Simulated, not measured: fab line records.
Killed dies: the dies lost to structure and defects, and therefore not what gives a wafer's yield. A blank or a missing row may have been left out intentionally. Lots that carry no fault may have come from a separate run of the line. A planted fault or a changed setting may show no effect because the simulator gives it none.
Which tool was responsible? ; flow sky130 ; 7 lots with 21 wafers sampled at 2 steps, on a route of 708 steps

== WHAT THE GAUGES READ, wafer by wafer ==
SKY_VIA2_THK_MEAS_23: measures by xrf.
lot;measured;on;VIA2_W_THK (nm)
L673;day 36 23:26;filmMetro-01;423 417 422
L678;day 38 20:11;filmMetro-01;437 431 432
L680;day 39 08:56;filmMetro-02;422 424 426
L684;day 40 08:10;filmMetro-04;417 418 428
L686;day 40 19:47;filmMetro-01;427 425 429
L689;day 41 21:40;filmMetro-02;423 414 418
L692;day 42 16:07;filmMetro-01;427 425 435

== WHICH TOOL RAN EACH LOT (tool, then ch and the chambers of the sampled wafers, then the start) ==
lot;SKY_METAL2_STRIP_20
L673;plasmaAsher-02 ch 0, day 35 19:53
L678;plasmaAsher-02 ch 0,1, day 37 15:38
L680;plasmaAsher-01 ch 0,1, day 38 04:38
L684;plasmaAsher-02 ch 0,1, day 39 04:37
L686;plasmaAsher-01 ch 0,1, day 39 17:17
L689;plasmaAsher-02 ch 0,1, day 40 19:05
L692;plasmaAsher-04 ch 0,1, day 41 14:01
- SKY_METAL2_STRIP_20: strips in O2/N2.

== THE ANSWER, worked out from the rows above alone ==
Rule: usual is defined by the lots themselves. Put in order of their means at a reading, lots are off if they are a third of the lots or fewer, leave a main group of 4 or more, and stand apart from it by a gap of 3 or more times the standard deviation of the main group's means; of several such gaps the widest counts. If all means in a main group match to the digits the tables above print for the reading, that group is not used. Also off: a lot with no number at a reading for which 4 or more lots have one. Any other lot the step has rows for is counted as sound.
None of the lots is off at any reading shown; this tells nothing.

== WHAT WAS PUT IN BY THE SIMULATOR ==
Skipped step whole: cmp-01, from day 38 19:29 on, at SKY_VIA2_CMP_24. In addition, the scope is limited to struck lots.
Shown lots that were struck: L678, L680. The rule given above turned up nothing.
